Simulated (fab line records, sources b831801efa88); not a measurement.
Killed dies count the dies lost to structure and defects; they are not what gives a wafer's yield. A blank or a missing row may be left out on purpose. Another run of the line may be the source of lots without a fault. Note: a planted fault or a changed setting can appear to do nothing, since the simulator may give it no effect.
Struck lot and sound lot, side by side    flow sky130    15 out of 708 route steps
Sound: wafers L937.1, L937.3, L937.5. Wafers struck: L946.1, L946.2, L946.4. Last of all comes the cause.
For every step that has rows: the tool of each side, followed by ch and its chambers, followed by its first start. Under that, the readings that differ: sound wafers    struck wafers    difference of the means    sigmas: that difference in standard deviations of wafers without a fault.
alike: a reading whose means differ by less than 2 such deviations, as well as words and numbers matching on both sides. not compared: withheld readings; readings where some wafer has no value; bounds like >300 that might hide an equal value; numbers whose values overlap and for which the record gives no deviation.
The two part at a step that has a row with sigmas, a row that says differs or no value, or rows on one side only. Non-overlapping numbers with no deviation appear without sigmas and do not part them. A reading that every wafer of one side lacks parts them only if that side has two wafers or more.

first, 5 steps without rows for these wafers: SKY_SD_N_COAT_02 (resist thk 1140 nm); SKY_SD_N_SOFTBAKE_03 (time 60 s); SKY_SD_N_EXPOSE_04 (exposes mask NSDM, target cd 380 nm); SKY_SD_N_PEB_05; SKY_SD_N_DEVELOP_06 (develop time 60 s).
SKY_SD_N_CD_MEAS_07 targets a cd of 380 nm.
  sound: cdSem-02 at day 29 05:31; struck: cdSem-01 at day 31 22:16
  alike: cdNm
SKY_SD_N_OVL_MEAS_08:
  sound: overlay-02 at day 29 05:38; struck: overlay-01 at day 31 22:23
  alike: SD_N_OVL
then, 2 steps without rows for these wafers: SKY_SD_N_IMPLANT_09; SKY_SD_N_IMPLANT_10.
SKY_SD_N_STRIP_11: strips in O2/N2.
  sound on plasmaAsher-03 ch 0,1, day 29 06:04; struck on plasmaAsher-04 ch 0,1, day 31 22:43
  alike: chamberPressureMTorr, drypumpMotorCurrentA, oesProductAu, stripTimeToEndpointS
  not compared: rfHoursCounterH
SKY_SD_N_TW_MEAS_12:
  sound: filmMetro-02 at day 29 06:10; struck: filmMetro-02 at day 31 22:49
  alike: SD_N_TW
then, 1 step without rows for these wafers: SKY_SD_N_CLEAN_13 (cleans in SC1/SC2, time 150 s).
SKY_SD_N_RTA_14: time 2 s.
  sound on rtpAnneal-02 ch 0, day 29 06:16; struck on rtpAnneal-02 ch 0, day 31 22:56
reading           sound                 struck                difference  sigmas
lampPowerPct (%)  15.84 15.69 15.76     16.55 16.51 16.41     +0.73       +14
wafer_temp_C_max  1077.7 1079.1 1075.5  1106.3 1105.0 1106.4  +28.5       +19
SKY_SD_N_RS_MEAS_16: uses a four-point probe to measure.
  sound: filmMetro-02 at day 29 06:27; struck: filmMetro-01 at day 31 23:28
reading           sound              struck             difference  sigmas
SD_N_RS (ohm/sq)  68.57 68.76 68.72  63.06 63.19 63.24  -5.52       -46
  not compared: hold
SKY_PAD_OPEN_PROBE_99:
  sound wafers here have rows in the record (prober-01, day 46 19:55); struck ones have none

## WHERE THEY PART
First at SKY_SD_N_RTA_14; last, within this record, at SKY_PAD_OPEN_PROBE_99.

WHY: the cause the simulator had injected
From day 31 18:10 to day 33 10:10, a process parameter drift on rtpAnneal-02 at SKY_SD_N_RTA_14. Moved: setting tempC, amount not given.
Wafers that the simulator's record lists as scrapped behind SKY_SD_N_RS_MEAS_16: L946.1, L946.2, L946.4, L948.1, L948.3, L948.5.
